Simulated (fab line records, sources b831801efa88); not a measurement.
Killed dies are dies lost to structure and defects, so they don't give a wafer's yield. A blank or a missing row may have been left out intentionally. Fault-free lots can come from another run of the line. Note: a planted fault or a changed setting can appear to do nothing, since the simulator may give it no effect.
fab line records ; flow sky130
record: lots: 6; wafers: 18; last-day: 49
route steps=708 shown METAL4@627 VIA4@639 PAD_OPEN@708
lots untouched by any fault: they come from a run of this same line in which no faults occurred
start-h: start of the lot's first displayed wafer, in hours after the record's first day ; wait-h: hours from the lot's prior step to this one ; " identical to the entry in the row above ; L1.1+2: several wafers, shown together as one row ; - no value present, or no start provided ; * or withheld: withheld ; < > ~ a bound
route shown NAME@n: a module of which the file shows steps, and the number in the route of the first ; usual: mean and standard deviation over wafers with no fault ; same: alike in all rows ; chamber/n: place in a boat ; sites: the reading at each site ; _std_site: the standard deviation of these ; _edge_site: outer sites' mean less inner sites' ; radius-mm: for every site, how far away it sits from the centre of the wafer ; mask NAME#n: copy n ; behind: the most recent tool/chamber to have shaped the wafer ; hold: cause of the lot's hold/its duration in hours/its outcome ; device: transistor that didn't switch, given as n, p or np ; end of line: the same wafers' tests at the end of the route ; where a step has no rows: the recipe by itself ; killed: dies lost to structure and defects at the first sort, not the wafer's yield ; map: per-die view of a wafer (x killed, . not killed, _ where there is no die)
set.NAME: the run value of the setting; set.NAME@STEP: its run value at that earlier step ; model.NAME: the simulator's own value behind a step, which no gauge read
lots at selected steps of the route; one table per step, one row per wafer
services: the hour from which a tool's chamber was out of use, counted from the record's first day as start-h (under 0 if before that day), plus the number of hours and why
== steps ==
step: SKY_METAL4_PEB_11
recipe: peb-temp-c: withheld; peb-time-s: withheld; resist: KrF-thick
step: SKY_METAL4_DEVELOP_12
recipe: develop-time-s: 60; resist: KrF-thick; dev-temp-c: 21
step: SKY_METAL4_CD_MEAS_13
recipe: target-cd-nm: 300
usual: cd-nm: 300.1/1.5
lot.wafer;tool;chamber;start-h;wait-h;cd-nm
L893.3;cd-sem-01;-;1024.60;-;300.2
L893.5;cd-sem-01;-;1024.60;-;300.1
L893.6;cd-sem-01;-;1024.60;-;300.8
L892.2;cd-sem-02;-;1029.34;-;302.2
L892.3;cd-sem-02;-;1029.34;-;299.7
L892.5;cd-sem-02;-;1029.34;-;300.2
L894.1;cd-sem-02;-;1034.96;-;302.2
L894.5;cd-sem-02;-;1034.96;-;301.7
L894.6;cd-sem-02;-;1034.96;-;301.9
L896.1;cd-sem-01;-;1035.91;-;299.3
L896.3;cd-sem-01;-;1035.91;-;300.5
L896.6;cd-sem-01;-;1035.91;-;299.8
L903.1;cd-sem-02;-;1069.71;-;297.5
L903.3;cd-sem-02;-;1069.71;-;298.0
L903.5;cd-sem-02;-;1069.71;-;299.2
L909.4;cd-sem-02;-;1105.62;-;302.4
L909.5;cd-sem-02;-;1105.62;-;302.9
L909.6;cd-sem-02;-;1105.62;-;301.6
step: SKY_METAL4_OVL_MEAS_14
usual: METAL4_OVL: 2/4.9
lot.wafer;tool;chamber;start-h;wait-h;METAL4_OVL[nm]
L893.3;overlay-02;-;1024.69;0.1;3
L893.5;overlay-02;-;1024.69;0.1;6
L893.6;overlay-02;-;1024.69;0.1;6
L892.2;overlay-01;-;1029.44;0.1;2
L892.3;overlay-01;-;1029.44;0.1;2
L892.5;overlay-01;-;1029.44;0.1;-3
L894.1;overlay-02;-;1035.08;0.1;-1
L894.5;overlay-02;-;1035.08;0.1;4
L894.6;overlay-02;-;1035.08;0.1;-3
L896.1;overlay-01;-;1036.03;0.1;8
L896.3;overlay-01;-;1036.03;0.1;5
L896.6;overlay-01;-;1036.03;0.1;10
L903.1;overlay-02;-;1069.83;0.1;0
L903.3;overlay-02;-;1069.83;0.1;-2
L903.5;overlay-02;-;1069.83;0.1;6
L909.4;overlay-02;-;1105.70;0.1;-9
L909.5;overlay-02;-;1105.70;0.1;-6
L909.6;overlay-02;-;1105.70;0.1;-1
step: SKY_METAL4_DESCUM_15
recipe: chemistry: O2; source-power-w: 150; bias-power-w: 0; pressure-mtorr: 10; temp-c: 40; time-s: 8
usual: drypump-motor-current-A: 5.5/0.34; he-backside-leak-sccm: 3.4/0.43; oes-product-au: 1.008/0.014
lot.wafer;tool;chamber;start-h;wait-h;drypump-motor-current-A;he-backside-leak-sccm;oes-product-au;rf-hours-counter-h
L893.3;rie-metal-01;0;1024.72;0.0;5.8;3.4;1.011;-
L893.5;rie-metal-01;0;1024.72;0.0;5.8;3.3;1.019;-
L893.6;rie-metal-01;1;1024.72;0.0;5.2;3.2;1.000;-
L892.2;rie-metal-01;1;1029.47;0.0;5.2;3.1;0.988;16
L892.3;rie-metal-01;0;1029.47;0.0;5.8;3.5;1.002;-
L892.5;rie-metal-01;0;1029.47;0.0;5.8;3.6;1.009;-
L894.1;rie-metal-04;1;1035.11;0.0;5.9;3.5;1.029;19
L894.5;rie-metal-04;0;1035.11;0.0;5.7;3.2;0.993;-
L894.6;rie-metal-04;1;1035.11;0.0;5.9;6.3;1.017;-
L896.1;rie-metal-01;0;1036.06;0.0;5.8;3.4;1.014;12
L896.3;rie-metal-01;1;1036.06;0.0;5.3;3.1;0.988;-
L896.6;rie-metal-01;1;1036.06;0.0;5.2;3.4;0.989;-
L903.1;rie-metal-02;1;1069.86;0.0;5.1;4.4;1.010;10
L903.3;rie-metal-02;0;1069.86;0.0;5.9;3.4;1.000;-
L903.5;rie-metal-02;0;1069.86;0.0;5.8;3.5;1.000;-
L909.4;rie-metal-01;1;1105.72;0.0;5.2;3.3;0.987;-
L909.5;rie-metal-01;0;1105.72;0.0;5.8;3.3;1.012;-
L909.6;rie-metal-01;1;1105.72;0.0;5.2;3.2;0.985;-
step: SKY_METAL4_ETCH_16
recipe: chemistry: N2/H2; target: BARC; ion-energy-ev: 200; bias-w: 100; pressure-mtorr: 30; n2-flow-sccm: 100; h2-flow-sccm: 200; icp-w: 500; stop-on: SiO2; time-s: 88.2; target-depth-a: 600
usual: drypump-motor-current-A: 5.5/0.35; he-backside-leak-sccm: 3.36/0.25; oes-product-au: 0.628/0.0044; throttle-valve-pct: 13.206/0.0099
lot.wafer;tool;chamber;start-h;wait-h;drypump-motor-current-A;he-backside-leak-sccm;oes-product-au;rf-hours-counter-h;throttle-valve-pct
L893.3;rie-metal-01;0;1024.78;0.0;5.8;3.45;0.630;-;13.214
L893.5;rie-metal-01;0;1024.78;0.0;5.8;3.21;0.625;-;13.203
L893.6;rie-metal-01;1;1024.78;0.0;5.2;3.12;0.631;-;13.199
L892.2;rie-metal-01;1;1029.51;0.0;5.2;3.32;0.628;16;13.208
L892.3;rie-metal-01;0;1029.51;0.0;5.8;3.50;0.616;-;13.212
L892.5;rie-metal-01;0;1029.51;0.0;5.8;3.33;0.628;-;13.197
L894.1;rie-metal-04;1;1035.15;0.0;5.9;3.65;0.620;19;13.208
L894.5;rie-metal-04;0;1035.15;0.0;5.8;3.28;0.629;-;13.201
L894.6;rie-metal-04;1;1035.15;0.0;5.9;3.60;0.627;-;13.209
L896.1;rie-metal-01;0;1036.10;0.0;5.8;3.50;0.636;12;13.213
L896.3;rie-metal-01;1;1036.10;0.0;5.2;3.41;0.627;-;13.203
L896.6;rie-metal-01;1;1036.10;0.0;5.2;3.31;0.622;-;13.199
L903.1;rie-metal-02;1;1069.90;0.0;5.1;3.07;0.631;10;13.204
L903.3;rie-metal-02;0;1069.90;0.0;5.8;3.68;0.633;-;13.192
L903.5;rie-metal-02;0;1069.90;0.0;5.8;3.68;0.624;-;13.181
L909.4;rie-metal-01;1;1105.78;0.0;5.2;3.27;0.633;-;13.204
L909.5;rie-metal-01;0;1105.78;0.0;5.8;3.34;0.629;-;13.189
L909.6;rie-metal-01;1;1105.78;0.0;5.2;3.22;0.625;-;13.204
step: SKY_METAL4_ETCH_17
recipe: target: SiO2; stop-on: TiN; chemistry: C4F8/O2/Ar; source-w: 1500; bias-w: 1200; pressure-mtorr: 40; c4f8-flow-sccm: withheld; O2_flow_sccm: 6; Ar_flow_sccm: 300; time-s: 3.9; target-depth-a: 150
usual: oes-product-au: 0.753/0.0082
lot.wafer;tool;chamber;start-h;wait-h;oes-product-au;rf-hours-counter-h
L893.3;rie-diel-04;1;1024.84;0.0;0.741;9
L893.5;rie-diel-04;0;1024.84;0.0;0.746;-
L893.6;rie-diel-04;3;1024.84;0.0;0.758;-
L892.2;rie-diel-04;0;1029.60;0.1;0.741;19
L892.3;rie-diel-04;2;1029.60;0.1;0.731;7
L892.5;rie-diel-04;3;1029.60;0.1;0.747;-
L894.1;rie-diel-02;1;1035.24;0.1;0.749;12
L894.5;rie-diel-02;1;1035.24;0.1;0.760;-
L894.6;rie-diel-02;2;1035.24;0.1;0.757;-
L896.1;rie-diel-04;3;1036.19;0.1;0.750;8
L896.3;rie-diel-04;0;1036.19;0.1;0.740;19
L896.6;rie-diel-04;2;1036.19;0.1;0.741;-
L903.1;rie-diel-04;3;1069.99;0.1;0.752;9
L903.3;rie-diel-04;2;1069.99;0.1;0.752;8
L903.5;rie-diel-04;2;1069.99;0.1;0.751;-
L909.4;rie-diel-01;0;1105.85;0.0;0.767;-
L909.5;rie-diel-01;1;1105.85;0.0;0.760;-
L909.6;rie-diel-01;2;1105.85;0.0;0.753;-
step: SKY_METAL4_METAL_ETCH_18
recipe: target-depth-a: 8450; stop-on: SiO2; over-etch-frac: 0.3; time-s: 183.1; chemistry: Cl2/BCl3; resist-sidewall-deg: 88; pressure-mtorr: 10; icp-w: 900; bias-w: 48.5; Cl2_flow_sccm: 60; bcl3-flow-sccm: 30
usual: drypump-motor-current-A: 5.6/0.33; he-backside-leak-sccm: 3.4/0.35; mfc-cl2-sccm: 60.02/0.18; oes-product-au: 0.864/0.0067; throttle-valve-pct: 22.264/0.0092
lot.wafer;tool;chamber;start-h;wait-h;drypump-motor-current-A;he-backside-leak-sccm;mfc-cl2-sccm;oes-product-au;rf-hours-counter-h;throttle-valve-pct
L893.3;rie-metal-02;0;1024.92;0.1;5.8;3.5;60.24;0.862;-;22.270
L893.5;rie-metal-02;1;1024.92;0.1;5.1;2.8;60.19;0.865;-;22.275
L893.6;rie-metal-02;0;1024.92;0.1;5.8;3.7;60.05;0.868;-;22.261
L892.2;rie-metal-04;1;1029.62;0.0;5.9;3.7;60.13;0.863;19;22.260
L892.3;rie-metal-04;0;1029.62;0.0;5.8;3.4;60.18;0.860;-;22.263
L892.5;rie-metal-04;1;1029.62;0.0;5.9;3.6;60.10;0.864;-;22.271
L894.1;rie-metal-02;1;1035.26;0.0;5.1;3.0;60.50;0.856;8;22.257
L894.5;rie-metal-02;0;1035.26;0.0;5.8;3.5;59.83;0.861;-;22.253
L894.6;rie-metal-02;1;1035.26;0.0;5.1;3.0;60.49;0.869;-;22.277
L896.1;rie-metal-04;0;1036.21;0.0;5.7;3.4;60.07;0.871;6;22.263
L896.3;rie-metal-04;0;1036.21;0.0;5.7;3.4;59.90;0.870;-;22.259
L896.6;rie-metal-04;0;1036.21;0.0;5.7;3.3;59.90;0.880;-;22.261
L903.1;rie-metal-01;1;1070.01;0.0;5.2;3.4;59.95;0.849;19;22.272
L903.3;rie-metal-01;1;1070.01;0.0;5.2;3.3;60.04;0.861;-;22.270
L903.5;rie-metal-01;1;1070.01;0.0;5.2;3.5;59.94;0.866;-;22.254
L909.4;rie-metal-02;1;1106.04;0.2;5.1;3.2;59.86;0.870;-;22.266
L909.5;rie-metal-02;1;1106.04;0.2;5.1;3.0;60.13;0.870;-;22.272
L909.6;rie-metal-02;1;1106.04;0.2;5.1;4.7;60.05;0.871;-;22.269
step: SKY_METAL4_STRIP_19
recipe: chemistry: O2/N2; power-w: 1400; pressure-mtorr: 1500; platen-temp-c: withheld; o2-flow-sccm: 3000; n2-flow-sccm: 300; overash-fraction: 0.5
usual: drypump-motor-current-A: 5.6/0.5; oes-product-au: 0.501/0.0068; strip-time-to-endpoint-s: 6.50/0.13
same: overash-fraction: 0.5
lot.wafer;tool;chamber;start-h;wait-h;drypump-motor-current-A;oes-product-au;rf-hours-counter-h;strip-time-to-endpoint-s
L893.3;plasma-asher-03;1;1025.07;0.1;6.5;0.503;-;6.58
L893.5;plasma-asher-03;1;1025.07;0.1;6.5;0.494;-;6.50
L893.6;plasma-asher-03;0;1025.07;0.1;5.8;0.509;-;6.57
L892.2;plasma-asher-03;1;1029.80;0.1;6.5;0.493;27;6.48
L892.3;plasma-asher-03;1;1029.80;0.1;6.5;0.516;-;6.75
L892.5;plasma-asher-03;0;1029.80;0.1;5.8;0.495;-;6.39
L894.1;plasma-asher-04;1;1035.44;0.1;5.2;0.491;60;6.39
L894.5;plasma-asher-04;1;1035.44;0.1;5.2;0.504;-;6.45
L894.6;plasma-asher-04;0;1035.44;0.1;6.2;0.499;-;6.39
L896.1;plasma-asher-03;0;1036.39;0.1;5.8;0.509;28;6.73
L896.3;plasma-asher-03;1;1036.39;0.1;6.4;0.509;-;6.75
L896.6;plasma-asher-03;0;1036.39;0.1;5.8;0.517;-;6.78
L903.1;plasma-asher-04;1;1070.19;0.1;5.2;0.502;62;6.55
L903.3;plasma-asher-04;1;1070.19;0.1;5.2;0.505;-;6.61
L903.5;plasma-asher-04;1;1070.19;0.1;5.2;0.506;-;6.62
L909.4;plasma-asher-02;1;1106.25;0.2;5.5;0.496;-;6.41
L909.5;plasma-asher-02;1;1106.25;0.2;5.5;0.494;-;6.40
L909.6;plasma-asher-02;0;1106.25;0.2;5.0;0.496;-;6.40
step: SKY_METAL4_STRIP_20
recipe: chemistry: post-etch-residue-remover; time-s: 1200; temp-c: 72.5
step: SKY_METAL4_CLEAN_21
recipe: chemistry: IPA; time-s: 180; temp-c: 25
step: SKY_METAL4_CLEAN_22
recipe: chemistry: O3/DIW; dry: n2-spin
step: SKY_VIA4_HDPCVD_00
recipe: material: SiO2; target-thk-nm: 1750; sigma-open-frac: 0.3; time-s: 291.7; temp-c: 400; sih4-flow-sccm: 60; pressure-mtorr: 6
usual: run-length-s: 319.2/0.58
lot.wafer;tool;chamber;start-h;wait-h;run-length-s;model.SiO2_of_VIA4_HDPCVD_00.thk-nm
L893.3;hdpcvd-01;0;1025.64;0.0;320.0;1731
L893.5;hdpcvd-01;1;1025.64;0.0;319.1;1706
L893.6;hdpcvd-01;2;1025.64;0.0;318.7;1700
L892.2;hdpcvd-02;1;1030.40;0.0;319.1;1734
L892.3;hdpcvd-02;2;1030.40;0.0;320.2;1720
L892.5;hdpcvd-02;2;1030.40;0.0;319.3;1708
L894.1;hdpcvd-02;0;1036.04;0.0;273.9;1512
L894.5;hdpcvd-02;0;1036.04;0.0;274.0;1501
L894.6;hdpcvd-02;2;1036.04;0.0;274.1;1481
L896.1;hdpcvd-02;1;1037.02;0.0;273.2;1466
L896.3;hdpcvd-02;0;1037.02;0.0;274.6;1465
L896.6;hdpcvd-02;0;1037.02;0.0;274.6;1468
L903.1;hdpcvd-01;1;1070.78;0.0;318.8;1731
L903.3;hdpcvd-01;2;1070.78;0.0;318.6;1751
L903.5;hdpcvd-01;0;1070.78;0.0;320.0;1737
L909.4;hdpcvd-01;1;1106.91;0.1;319.0;1719
L909.5;hdpcvd-01;0;1106.91;0.1;320.5;1716
L909.6;hdpcvd-01;2;1106.91;0.1;318.8;1752
step: SKY_VIA4_THK_MEAS_01
recipe: reads: SiO2_of_VIA4_HDPCVD_00
usual: VIA4_HDPCVD_THK: 1736/21
lot.wafer;tool;chamber;start-h;wait-h;VIA4_HDPCVD_THK[nm]
L893.3;film-metro-04;-;1025.84;0.1;1731
L893.5;film-metro-04;-;1025.84;0.1;1708
L893.6;film-metro-04;-;1025.84;0.1;1700
L892.2;film-metro-04;-;1030.59;0.1;1733
L892.3;film-metro-04;-;1030.59;0.1;1719
L892.5;film-metro-04;-;1030.59;0.1;1708
L894.1;film-metro-04;-;1036.22;0.1;1510
L894.5;film-metro-04;-;1036.22;0.1;1502
L894.6;film-metro-04;-;1036.22;0.1;1480
L896.1;film-metro-03;-;1037.20;0.1;1465
L896.3;film-metro-03;-;1037.20;0.1;1466
L896.6;film-metro-03;-;1037.20;0.1;1470
L903.1;film-metro-02;-;1070.96;0.1;1732
L903.3;film-metro-02;-;1070.96;0.1;1752
L903.5;film-metro-02;-;1070.96;0.1;1737
L909.4;film-metro-02;-;1107.03;0.0;1719
L909.5;film-metro-02;-;1107.03;0.0;1717
L909.6;film-metro-02;-;1107.03;0.0;1753
step: SKY_VIA4_CMP_02
recipe: material: SiO2; down-force-psi: 4; platen-rpm: 60; pad-velocity-m-s: 0.94248
step: SKY_PAD_OPEN_PROBE_99
usual: defect-limited-yield: 82.8/1.9; killed_at_M0_to_M3: 43/7.5; killed_at_M4_up: 2.8/1.8; killed-at-contacts: 24/5.3; killed-at-front-end: 14/4.2; killed-at-other: 0.3/0.54; killed-dies: 84/9.4; killed-open: 46/7.1; killed-short: 38/6.6; sort_bin_3_pad_short: 0.8/0.42; sort_bin_5_function: 10.1/1.4; sort_bin_6_memory: 6.2/1.1; sort-n-pass: 408/9.4; sort-yield-pct: 82.8/1.9
same: gross-dies: 492; killed-at-back-side: 0; sort_bin_4_leakage[%]: 0; sort_bin_8_speed[%]: 0
lot.wafer;tool;chamber;start-h;wait-h;defect-limited-yield[%];killed_at_M0_to_M3;killed_at_M4_up;killed-at-contacts;killed-at-front-end;killed-at-other;killed-dies;killed-open;killed-short;sort_bin_3_pad_short[%];sort_bin_5_function[%];sort_bin_6_memory[%];sort-n-pass;sort-yield-pct[%]
L893.3;prober-02;-;1115.53;0.2;86.8;20;0;34;11;0;65;39;26;0.2;8.5;4.5;427;86.8
L893.5;prober-02;-;1115.63;0.2;85.0;36;2;21;14;1;74;42;32;0.6;9.1;5.3;418;85.0
L893.6;prober-02;-;1115.68;0.2;83.1;35;6;27;15;0;83;42;41;0.8;10.4;5.7;409;83.1
L892.2;prober-01;-;1119.01;0.1;86.4;30;5;23;9;0;67;30;37;0.6;6.3;6.7;425;86.4
L892.3;prober-01;-;1119.06;0.2;83.1;57;1;17;8;0;83;49;34;0.8;9.6;6.5;409;83.1
L892.5;prober-01;-;1119.16;0.2;80.7;40;6;31;17;1;95;45;50;0.4;12.6;6.3;397;80.7
L903.1;prober-01;-;1154.65;0.1;81.1;53;1;21;18;0;93;56;37;0.6;12.4;5.9;399;81.1
L903.3;prober-01;-;1154.75;0.2;83.5;42;2;23;14;0;81;48;32;0.4;9.8;6.3;411;83.5
L903.5;prober-01;-;1154.85;0.2;83.7;48;6;15;11;0;80;44;35;0.2;9.1;6.9;412;83.7
killed by level:class
L893.3 LI_CONTACT:geometric-particle:open=12 CONTACT:geometric-particle:open=10 LOCAL_INTERCONNECT:geometric-particle:short=5 VIA1:geometric-particle:open=5 CONTACT:geometric-particle:short=4 FIELD_ISO:geometric-particle:open=3 FIELD_ISO:geometric-particle:short=3 METAL1:geometric-particle:short=3
L893.5 VIA2:geometric-particle:open=9 VIA1:geometric-particle:open=9 CONTACT:geometric-particle:open=8 LI_CONTACT:geometric-particle:open=6 POLY_GATE:geometric-particle:short=5 LI_CONTACT:geometric-particle:short=4 METAL1:geometric-particle:short=4 VIA2:geometric-particle:short=4
L893.6 CONTACT:geometric-particle:open=10 VIA1:geometric-particle:open=9 CONTACT:geometric-particle:short=8 POLY_GATE:geometric-particle:open=6 LI_CONTACT:geometric-particle:open=6 METAL1:geometric-particle:short=6 POLY_GATE:geometric-particle:short=5 VIA2:geometric-particle:open=5
L892.2 CONTACT:geometric-particle:open=11 VIA3:geometric-particle:open=5 METAL4:geometric-particle:short=5 POLY_GATE:geometric-particle:short=4 CONTACT:geometric-particle:short=4 VIA3:geometric-particle:short=4 METAL2:geometric-particle:short=4 FIELD_ISO:geometric-particle:short=3
L892.3 VIA1:geometric-particle:open=11 VIA2:geometric-particle:open=11 METAL2:geometric-particle:short=8 METAL1:geometric-particle:short=8 VIA3:geometric-particle:open=8 LI_CONTACT:geometric-particle:open=5 CONTACT:geometric-particle:open=4 CONTACT:geometric-particle:short=4
L892.5 CONTACT:geometric-particle:short=10 VIA1:geometric-particle:open=10 LI_CONTACT:geometric-particle:open=8 CONTACT:geometric-particle:open=8 METAL1:geometric-particle:short=7 VIA1:geometric-particle:short=5 VIA2:geometric-particle:open=5 FIELD_ISO:geometric-particle:short=4
L903.1 VIA1:geometric-particle:open=12 VIA2:geometric-particle:open=11 CONTACT:geometric-particle:open=10 FIELD_ISO:geometric-particle:short=7 VIA3:geometric-particle:open=6 FIELD_ISO:geometric-particle:open=5 METAL1:geometric-particle:short=5 METAL2:geometric-particle:short=5
L903.3 VIA1:geometric-particle:open=10 LI_CONTACT:geometric-particle:open=9 VIA2:geometric-particle:open=7 LOCAL_INTERCONNECT:geometric-particle:short=6 METAL1:geometric-particle:short=5 VIA3:geometric-particle:open=5 METAL2:geometric-particle:short=4 POLY_GATE:geometric-particle:short=4
L903.5 METAL2:geometric-particle:short=9 VIA2:geometric-particle:open=9 VIA3:geometric-particle:open=7 LI_CONTACT:geometric-particle:open=6 METAL1:geometric-particle:short=6 VIA1:geometric-particle:open=6 CONTACT:geometric-particle:open=5 METAL4:geometric-particle:short=4
== services ==
tool;chamber;start-h;hours;kind
rie-metal-02;-;1001.94;0.5;repair
rie-diel-01;-;1037.52;2.8;pm
rie-diel-02;0;1039.28;1.9;repair
rie-metal-04;-;1041.61;14.6;pm
plasma-asher-04;-;1042.11;15.6;pm
hdpcvd-02;-;1063.02;0.5;repair
hdpcvd-01;-;1071.46;0.6;repair
rie-metal-01;-;1073.00;0.6;repair
rie-diel-01;3;1094.51;-;clean
rie-diel-01;3;1094.51;20.4;scheduled-down
rie-diel-01;3;1094.51;20.4;vent-cycle
rie-diel-01;0;1099.23;2.8;repair
rie-metal-02;0;1099.26;-;clean
rie-metal-02;0;1099.26;38.9;scheduled-down
rie-metal-02;0;1099.26;38.9;vent-cycle
rie-metal-01;-;1105.85;0.7;repair
== key ==
first-sign: step: SKY_VIA4_HDPCVD_00; reading: run-length-s; direction: down; sigmas: 77; usual: *; struck: *
effect: step: SKY_VIA4_THK_MEAS_01; reading: VIA4_HDPCVD_THK; direction: down; sigmas: 12; usual: 1736; struck: 1482
model-effect: step: SKY_VIA4_HDPCVD_00; value: SiO2_of_VIA4_HDPCVD_00.thk-nm; without: 1753; struck: 1482
met-at SKY_VIA4_HDPCVD_00
struck-wafers L894.1,L894.5,L894.6,L896.1,L896.3,L896.6
rows-end L894.1,L894.5,L894.6,L896.1,L896.3,L896.6
onset-between 1030.40 1036.04
fault: kind: process-parameter-drift; tool: hdpcvd-02; chamber: -; onset-h: 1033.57; steps: SKY_VIA4_HDPCVD_00; channel: time-s; offset: *; shape: step; acts-in: *; stated: *
rows-end: these wafers met a further fault down the route, and their rows from its step on are left out
